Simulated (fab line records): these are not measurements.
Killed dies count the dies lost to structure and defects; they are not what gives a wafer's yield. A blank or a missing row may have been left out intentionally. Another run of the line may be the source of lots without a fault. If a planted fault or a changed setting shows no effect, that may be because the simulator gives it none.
Which tool was responsible? ; flow sky130 ; 72 wafers from 24 lots sampled at 5 of the route's 708 steps

## WHAT EACH GAUGE READ, for each wafer
SKY_POLY_CUT_CD_MEAS_08: the cd target is 270 nm.
lot;measured;on;cd nm (nm)
L074;day 25 02:26;cd sem-02;271.4 270.5 269.9
L075;day 25 19:04;cd sem-01;269.1 270.2 271.4
L076;day 25 16:17;cd sem-02;269.7 268.4 269.1
L077;day 26 04:08;cd sem-01;271.3 270.0 269.9
L078;day 26 05:25;cd sem-01;270.0 270.7 270.8
L079;day 26 17:53;cd sem-01;273.2 271.5 273.9
L080;day 26 18:07;cd sem-02;271.4 271.5 271.2
L081;day 27 00:43;cd sem-02;269.6 272.1 270.3
L082;day 27 16:34;cd sem-02;268.4 266.9 268.7
L083;day 27 16:47;cd sem-01;270.2 271.6 271.7
L084;day 27 23:23;cd sem-02;271.7 270.0 272.0
L085;day 28 04:22;cd sem-01;269.9 270.8 271.4
L086;day 28 21:02;cd sem-01;273.2 272.9 272.2
L087;day 29 01:39;cd sem-02;268.6 269.1 268.2
L088;day 29 12:38;cd sem-01;271.9 270.8 271.0
L089;day 29 10:44;cd sem-01;270.5 269.7 271.9
L090;day 30 17:42;cd sem-01;272.7 270.9 271.3
L091;day 30 19:23;cd sem-01;270.4 270.8 270.9
L092;day 30 16:07;cd sem-01;267.8 270.6 269.4
L093;day 31 00:25;cd sem-01;268.7 268.7 270.7
L094;day 31 08:08;cd sem-02;266.8 268.0 268.6
L095;day 31 09:56;cd sem-02;271.3 271.1 271.2
L096;day 31 16:35;cd sem-02;269.1 270.6 269.2
L097;day 31 18:33;cd sem-02;271.2 270.5 269.7

SKY_SD_P_TW_MEAS_11.
lot;measured;on;SD_P_TW
L074;day 26 08:20;film metro-01;2808 2803 2814
L075;day 27 00:02;film metro-01;2819 2814 2833
L076;day 26 22:07;film metro-01;2826 2821 2831
L077;day 27 09:08;film metro-03;2851 2855 2865
L078;day 27 10:15;film metro-01;2830 2810 2836
L079;day 27 21:53;film metro-03;2866 2868 2853
L080;day 27 22:46;film metro-01;2825 2807 2812
L081;day 28 05:21;film metro-04;2819 2816 2820
L082;day 28 20:31;film metro-01;2840 2827 2824
L083;day 28 21:06;film metro-01;2841 2830 2828
L084;day 29 04:35;film metro-01;2806 2818 2811
L085;day 29 08:34;film metro-01;2812 2808 2819
L086;day 30 02:07;film metro-01;2821 2826 2812
L087;day 30 05:58;film metro-03;2850 2866 2875
L088;day 30 17:16;film metro-03;2864 2880 2875
L089;day 30 16:01;film metro-01;2813 2823 2821
L090;day 31 21:31;film metro-01;2782 2795 2784
L091;day 31 22:38;film metro-04;2822 2813 2802
L092;day 31 20:20;film metro-04;2798 2802 2785
L093;day 32 03:44;film metro-04;2811 2825 2808
L094;day 32 11:21;film metro-01;2817 2815 2809
L095;day 32 13:16;film metro-04;2818 2823 2821
L096;day 32 19:28;film metro-01;2815 2807 2812
L097;day 32 21:16;film metro-04;2819 2817 2818

## EACH LOT AND THE TOOL THAT RAN IT (in order: tool; ch and the chambers of the sampled wafers; start)
lot;SKY_FIELD_ISO_ETCH_14;SKY_FIELD_ISO_ETCH_15;SKY_SPACER_ETCHBACK_02
L074;rie diel-02 ch 0,1,3, day 2 08:49;rie diel-02 ch 0,1,3, day 2 08:52;rie diel-04 ch 1,2,3, day 23 20:46
L075;rie diel-02 ch 1,2,3, day 2 18:32;rie diel-02 ch 1,2,3, day 2 18:34;rie diel-01 ch 0,1,2, day 24 14:34
L076;rie diel-03 ch 1,2, day 2 18:53;rie diel-03 ch 1,2, day 2 18:55;rie diel-04 ch 1,2,3, day 24 10:29
L077;rie diel-02 ch 1,3, day 2 22:18;rie diel-02 ch 1,3, day 2 22:20;rie diel-02 ch 2,3, day 24 22:34
L078;rie diel-03 ch 1,2, day 3 04:13;rie diel-03 ch 1,2, day 3 04:16;rie diel-01 ch 1,3, day 24 23:46
L079;rie diel-04 ch 0,1, day 3 08:32;rie diel-04 ch 0,1, day 3 08:34;rie diel-01 ch 2,3, day 25 13:01
L080;rie diel-02 ch 1,2,3, day 3 13:50;rie diel-02 ch 1,2,3, day 3 13:52;rie diel-04 ch 0,1,2, day 25 13:01
L081;rie diel-04 ch 0,2,3, day 3 20:35;rie diel-04 ch 0,2,3, day 3 20:37;rie diel-02 ch 1,2,3, day 25 20:13
L082;rie diel-02 ch 0,2,3, day 4 01:09;rie diel-02 ch 0,2,3, day 4 01:11;rie diel-02 ch 0,2,3, day 26 12:29
L083;rie diel-03 ch 0,2,3, day 4 04:46;rie diel-03 ch 0,2,3, day 4 04:49;rie diel-04 ch 1,2,3, day 26 12:29
L084;rie diel-04 ch 0,2,3, day 4 11:08;rie diel-04 ch 0,2,3, day 4 11:11;rie diel-02 ch 0,1, day 26 19:16
L085;rie diel-03 ch 1,2, day 4 13:40;rie diel-03 ch 1,2, day 4 13:43;rie diel-01 ch 0,1,2, day 26 23:39
L086;rie diel-02 ch 0,1,3, day 4 18:13;rie diel-02 ch 0,1,3, day 4 18:16;rie diel-01 ch 0,1,2, day 27 17:23
L087;rie diel-02 ch 1,3, day 5 00:22;rie diel-02 ch 1,3, day 5 00:25;rie diel-01 ch 1,2,3, day 27 21:28
L088;rie diel-04 ch 2,3, day 5 09:53;rie diel-04 ch 2,3, day 5 09:55;rie diel-04 ch 2,3, day 28 08:49
L089;rie diel-04 ch 1,2,3, day 5 13:17;rie diel-04 ch 1,2,3, day 5 13:19;rie diel-01 ch 0,2,3, day 28 06:34
L090;rie diel-04 ch 0,1,2, day 5 16:42;rie diel-04 ch 0,1,2, day 5 16:44;rie diel-02 ch 1,2, day 29 14:19
L091;rie diel-02 ch 1,2,3, day 5 22:22;rie diel-02 ch 1,2,3, day 5 22:25;rie diel-02 ch 0,2, day 29 15:31
L092;rie diel-04 ch 1,2,3, day 6 02:42;rie diel-04 ch 1,2,3, day 6 02:44;rie diel-04 ch 0,3, day 29 11:25
L093;rie diel-04 ch 0,1,2, day 6 06:49;rie diel-04 ch 0,1,2, day 6 06:52;rie diel-04 ch 1,2,3, day 29 20:04
L094;rie diel-02 ch 1,2, day 6 12:42;rie diel-02 ch 1,2, day 6 12:44;rie diel-04 ch 0,1, day 30 04:25
L095;rie diel-04 ch 0,2, day 6 18:09;rie diel-04 ch 0,2, day 6 18:11;rie diel-01 ch 0,3, day 30 05:37
L096;rie diel-04 ch 1,2,3, day 6 23:28;rie diel-04 ch 1,2,3, day 6 23:31;rie diel-01 ch 0,1,3, day 30 12:49
L097;rie diel-02 ch 1,2, day 7 04:44;rie diel-02 ch 1,2, day 7 04:46;rie diel-02 ch 0,1,2, day 30 15:04
- SKY_FIELD_ISO_ETCH_14: etches BARC in N2/H2, stops on SiO2, time 45.9 s, target depth 60 nm.
- SKY_FIELD_ISO_ETCH_15: etches the open film in CHF3/O2, stops on Si, target depth 180 nm, time 72 s.
- SKY_SPACER_ETCHBACK_02: etches Si3N4 in CH3F/O2, stops on SiO2, time 46.7 s, target depth 45 nm.

## WHAT THE TOOLS THEMSELVES READ (means of the sampled wafers that have a number; where no wafer has one, the mark that the record gives instead)
SKY_FIELD_ISO_ETCH_14.
lot;tool;chamber pressure mTorr (mTorr);drypump motor current A (A);oes product au (a.u.);throttle valve pct (%)
L074;rie diel-02;29.992;6.0;0.859;13.230
L075;rie diel-02;29.992;5.6;0.853;13.227
L076;rie diel-03;29.995;5.8;0.855;13.221
L077;rie diel-02;30.005;6.0;0.853;13.223
L078;rie diel-03;30.024;5.8;0.856;13.224
L079;rie diel-04;29.973;5.8;0.857;13.233
L080;rie diel-02;29.988;5.6;0.854;13.230
L081;rie diel-04;30.028;5.9;0.858;13.220
L082;rie diel-02;30.037;5.6;0.853;13.225
L083;rie diel-03;29.980;5.8;0.855;13.215
L084;rie diel-04;30.019;5.9;0.860;13.232
L085;rie diel-03;30.010;6.0;0.853;13.219
L086;rie diel-02;30.007;6.0;0.851;13.226
L087;rie diel-02;30.019;5.9;0.852;13.228
L088;rie diel-04;30.015;6.1;0.851;13.230
L089;rie diel-04;30.000;6.2;0.851;13.225
L090;rie diel-04;30.005;6.0;0.858;13.227
L091;rie diel-02;29.996;5.6;0.855;13.227
L092;rie diel-04;29.979;6.2;0.852;13.227
L093;rie diel-04;30.035;6.0;0.853;13.229
L094;rie diel-02;30.002;5.5;0.857;13.215
L095;rie diel-04;30.011;6.0;0.849;13.222
L096;rie diel-04;30.017;6.2;0.857;13.220
L097;rie diel-02;29.977;5.1;0.848;13.223

SKY_FIELD_ISO_ETCH_15.
lot;tool;chamber pressure mTorr (mTorr);chf3 flow sccm (sccm);drypump motor current A (A);oes product au (a.u.);throttle valve pct (%)
L074;rie diel-02;39.98;49.89;6.1;0.947;8.850
L075;rie diel-02;40.00;49.98;5.6;0.935;8.856
L076;rie diel-03;40.01;49.97;5.8;0.959;8.848
L077;rie diel-02;40.00;50.12;6.0;0.950;8.841
L078;rie diel-03;40.02;50.07;5.8;0.940;8.840
L079;rie diel-04;40.01;50.12;5.8;0.942;8.851
L080;rie diel-02;40.00;50.00;5.6;0.949;8.839
L081;rie diel-04;40.00;50.11;5.9;0.950;8.848
L082;rie diel-02;40.03;50.04;5.6;0.943;8.838
L083;rie diel-03;40.02;50.01;5.8;0.935;8.838
L084;rie diel-04;39.99;50.02;5.9;0.935;8.838
L085;rie diel-03;40.03;49.81;6.0;0.942;8.838
L086;rie diel-02;39.99;50.10;6.0;0.937;8.844
L087;rie diel-02;40.01;50.10;6.0;0.952;8.853
L088;rie diel-04;40.01;49.97;6.1;0.961;8.856
L089;rie diel-04;40.00;49.91;6.2;0.952;8.842
L090;rie diel-04;39.97;50.05;6.0;0.946;8.848
L091;rie diel-02;39.98;50.10;5.5;0.955;8.839
L092;rie diel-04;40.01;50.06;6.2;0.960;8.844
L093;rie diel-04;39.98;49.95;6.0;0.935;8.844
L094;rie diel-02;39.98;50.03;5.5;0.950;8.851
L095;rie diel-04;39.97;49.95;5.9;0.951;8.844
L096;rie diel-04;39.99;50.08;6.2;0.945;8.847
L097;rie diel-02;39.99;50.01;5.0;0.954;8.847

SKY_SPACER_ETCHBACK_02.
lot;tool;chamber pressure mTorr (mTorr);drypump motor current A (A);oes product au (a.u.);throttle valve pct (%)
L074;rie diel-04;25.004;6.2;0.855;10.567
L075;rie diel-01;25.018;5.9;0.858;10.567
L076;rie diel-04;25.007;6.1;0.867;10.572
L077;rie diel-02;24.998;5.6;0.854;10.560
L078;rie diel-01;25.001;5.8;0.861;10.560
L079;rie diel-01;24.986;5.4;0.859;10.565
L080;rie diel-04;25.004;6.0;0.857;10.562
L081;rie diel-02;24.990;5.5;0.858;10.571
L082;rie diel-02;24.971;5.6;0.856;10.551
L083;rie diel-04;25.020;6.2;0.855;10.566
L084;rie diel-02;24.985;6.1;0.857;10.554
L085;rie diel-01;25.006;5.9;0.859;10.567
L086;rie diel-01;25.006;5.9;0.839;10.565
L087;rie diel-01;24.993;5.8;0.853;10.564
L088;rie diel-04;25.006;6.0;0.849;10.565
L089;rie diel-01;24.981;5.5;0.847;10.559
L090;rie diel-02;24.978;5.5;0.851;10.562
L091;rie diel-02;24.999;5.2;0.859;10.555
L092;rie diel-04;25.013;5.8;0.862;10.564
L093;rie diel-04;25.000;6.1;0.842;10.567
L094;rie diel-04;25.011;5.8;0.865;10.554
L095;rie diel-01;24.980;5.5;0.847;10.562
L096;rie diel-01;24.990;5.9;0.859;10.561
L097;rie diel-02;25.000;5.6;0.855;10.566

## THE ANSWER, worked out from the rows above alone
Rule: usual is defined by the lots themselves. The widest of any qualifying gaps counts: lots, ordered by their means at a reading, are off when they make up no more than a third of the lots, leave a main group of 4 or more, and stand apart from it by 3 or more times the standard deviation of that group's means. If all means in a main group match to the digits the tables above print for the reading, that group is not used. Also off: a lot with no number at a reading for which 4 or more lots have one. All remaining lots with rows at the step are treated as sound. The gauges are gone through in route order, then the tools' own readings, and for those a lot's mean is taken as printed above. The first step at which some lot is off is used, and at that step the reading that is off furthest; a lot without a number counts as furthest.
Nothing can be told from this: no lot is off at any reading shown.

## WHAT WAS PUT IN BY THE SIMULATOR
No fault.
